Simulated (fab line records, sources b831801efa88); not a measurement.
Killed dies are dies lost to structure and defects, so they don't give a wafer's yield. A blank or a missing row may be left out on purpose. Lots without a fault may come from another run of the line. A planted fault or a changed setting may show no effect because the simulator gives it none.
Problem report in the 8D (eight disciplines) form, filled by code | flow gf180mcu | the parts of the form that need people (team, actions taken, sign-off) are left out

1. THE PROBLEM
NWELL_RS at GF_VT_IMPLANT_RS_MEAS_47 reads a mean of 508.5 ohm/sq on 6 wafers of 2 lots; wafers without a fault read 486.9 ohm/sq with a standard deviation of 1.2. That is +18 standard deviations from the usual mean.
The step: measures by four-point-probe.
First seen on wafer L277.1, day 12 18:35, on film_metro-04. The record holds 42 wafers of 14 lots with a number at this step. Rule for "out", or "out of limits": more than 4 standard deviations from the usual mean. The other wafers with a number count as sound.

2. WHAT IT IS AND WHAT IT IS NOT
question                    | is                           | is not
which readings at this step | NWELL_RS                     | -
which lots                  | L277, L278                   | L258, L260, L261, L262, L263, L264, L265, L266, L267, L268, L269, L274
which wafers of those lots  | all that have a number       | -
read on which gauges        | film_metro-02, film_metro-04 | film_metro-01
when                        | from day 12 18:35            | up to then (36 sound wafers)

3. SUSPECTS, AND WHAT RULES EACH OUT
Counting: a tool at a process step up to the reading stays a suspect if it ran every lot that is out and no sound lot after the first of them.
- the gauge at GF_VT_IMPLANT_RS_MEAS_47: ruled out. The wafers that are out were read on 2 gauges (film_metro-02, film_metro-04).
- implanter-03 at GF_NWELL_IMPLANT_08: kept. It ran every lot that is out, first L277 (day 7 15:05), and no sound lot after that; its last sound lot up to then is L269 (day 5 20:34).
Left after counting: implanter-03 at GF_NWELL_IMPLANT_08.

4. THE CAUSE (what the simulator had put in)
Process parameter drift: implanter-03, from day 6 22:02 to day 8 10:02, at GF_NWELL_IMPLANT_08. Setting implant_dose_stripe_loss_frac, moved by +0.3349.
Counting left only this tool.

5. THE CHAIN OF EFFECTS, in route order
Each row: a reading whose mean over the struck wafers that have a number lies more than 3 standard deviations from the usual. Only readings for which the record gives a usual standard deviation are gone through. hours: the time from each lot's start at the first step in this table that gives one to its start at this step, as a median over the lots. sigmas: the change in usual standard deviations.
hours | step                     | reading  | usual        | on struck wafers | change | sigmas
0     | GF_VT_IMPLANT_RS_MEAS_47 | NWELL_RS | 486.9 ohm/sq | 508.5            | +21.6  | +18
Later measuring or inspecting steps at which every struck wafer that the step has a row for has a number for every such reading, and none has moved that far: GF_PSD_RS_MEAS_14.

6. WHAT WOULD HAVE CAUGHT IT SOONER
In this record the first reading out of limits at a measuring or inspecting step was taken at day 12 18:35, 141 hours after the fault began at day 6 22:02.
All the lots that are out (2) had begun GF_NWELL_IMPLANT_08 on implanter-03 by day 12 18:35. A hold on the tool at that time would have spared none of them.
